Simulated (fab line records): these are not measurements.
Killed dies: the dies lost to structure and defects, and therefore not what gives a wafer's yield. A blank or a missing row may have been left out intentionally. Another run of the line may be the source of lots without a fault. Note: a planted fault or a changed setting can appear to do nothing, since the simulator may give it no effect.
A lot that was struck, set against a sound lot    flow sky130    18 out of 708 route steps
Sound: these wafers, L900.2, L900.3, L900.6. Struck: wafers L914.1, L914.5, L914.6. Last of all comes the cause.
At each step with rows: each side's tool, then ch and its chambers, then its first start. Under that, the readings that differ: sound wafers    struck wafers    difference of the means    sigmas: that difference in standard deviations of wafers without a fault.
alike: a reading whose means differ by less than 2 such deviations, as well as words and numbers matching on both sides. not compared: withheld readings; readings where some wafer has no value; bounds like >300 that might hide an equal value; numbers whose values overlap and for which the record gives no deviation.
The two part at a step that has a row with sigmas, a row that says differs or no value, or rows on one side only. When numbers do not overlap yet have no deviation, they are printed without sigmas and do not part them. A reading that every wafer of one side lacks parts them only if that side has two wafers or more.

first, 1 step without rows for these wafers: SKY_VT_ADJUST_PCH_IMPLANT_08.
SKY_VT_ADJUST_PCH_STRIP_09: strips in O2/N2.
  sound on plasmaAsher-02 ch 0,1, day 10 08:28; struck on plasmaAsher-03 ch 0,1, day 14 20:53
  alike: drypumpMotorCurrentA, oesProductAu, stripTimeToEndpointS
  not compared: rfHoursCounterH
SKY_VT_ADJUST_PCH_TW_MEAS_10:
  struck on filmMetro-01, day 14 20:59; sound on filmMetro-04, day 10 08:34
reading           sound              struck             difference  sigmas
VT_ADJUST_PCH_TW  140.6 141.2 140.0  145.9 145.2 145.3  +4.9        +3
then, 7 steps without rows for these wafers: SKY_SONOS_TUNNEL_DEHYDRATE_00 (time 60 s); SKY_SONOS_TUNNEL_HMDS_01 (prime time 60 s); SKY_SONOS_TUNNEL_COAT_02 (resist thk 1140 nm); SKY_SONOS_TUNNEL_SOFTBAKE_03 (time 60 s); SKY_SONOS_TUNNEL_EXPOSE_04 (exposes mask TUNM, target cd 410 nm); SKY_SONOS_TUNNEL_PEB_05; SKY_SONOS_TUNNEL_DEVELOP_06 (develop time 60 s).
SKY_SONOS_TUNNEL_CD_MEAS_07: the cd target is 410 nm.
  struck on cdSem-01, day 15 23:19; sound on cdSem-02, day 11 07:47
reading    sound              struck             difference  sigmas
cdNm (nm)  413.2 412.2 410.4  404.1 406.1 406.8  -6.3        -2
SKY_SONOS_TUNNEL_OVL_MEAS_08:
  struck on overlay-01, day 15 23:26; sound on overlay-01, day 11 07:54
  alike: SONOS_TUNNEL_OVL
SKY_SONOS_TUNNEL_IMPLANT_09:
  sound on implanter-01 ch 0, day 11 07:57; struck on implanter-01 ch 0, day 15 23:29
reading           sound             struck          difference  sigmas
beamOnS (s)       10.32 10.11 9.97  8.24 8.48 7.81  -1.96       -9
faradayCurrentUA  5.46 5.59 5.66    6.86 6.63 7.20  +1.33       +11
then, 2 steps without rows for these wafers: SKY_SONOS_TUNNEL_WET_ETCH_10 (etches SiO2 in dHF, target depth 14 nm, time 280 s); SKY_SONOS_TUNNEL_STRIP_11 (strips in SPM, time 600 s).
SKY_SONOS_TUNNEL_TW_MEAS_12:
  struck on filmMetro-01, day 15 23:53; sound on filmMetro-01, day 11 08:21
reading          sound              struck             difference  sigmas
SONOS_TUNNEL_TW  199.6 200.0 200.5  188.1 189.2 188.1  -11.6       -6
then, 1 step without rows for these wafers: SKY_SONOS_TUNNEL_CLEAN_13 (cleans in dHF, time 20 s).
-- the record jumps here: 33 days lie between the struck wafers' starts before and after (it left off in module SONOS_TUNNEL and takes up again in module PAD_OPEN, whose first step shown is number 708 of the route) --
SKY_PAD_OPEN_PROBE_99:
  struck on prober-02, day 49 01:35; sound on prober-01, day 45 07:50
reading                             sound                   struck                   difference  sigmas
model.etest.sonosUncharged.vtV (V)  -0.4147 -0.424 -0.4132  -0.4886 -0.4846 -0.4723  -0.0645     
  alike: killed_at_M0_to_M3, killed_at_M4_up, killedAtContacts, killedAtFrontEnd, killedAtOther, killedDies, killedOnRim, killedOpen, killedShort

== WHERE THEY PART ==
At SKY_VT_ADJUST_PCH_TW_MEAS_10 first; at SKY_SONOS_TUNNEL_TW_MEAS_12 last (within this record only). Later steps at which nothing parts them and some readings are alike: SKY_PAD_OPEN_PROBE_99.

WHY: what the simulator had put in
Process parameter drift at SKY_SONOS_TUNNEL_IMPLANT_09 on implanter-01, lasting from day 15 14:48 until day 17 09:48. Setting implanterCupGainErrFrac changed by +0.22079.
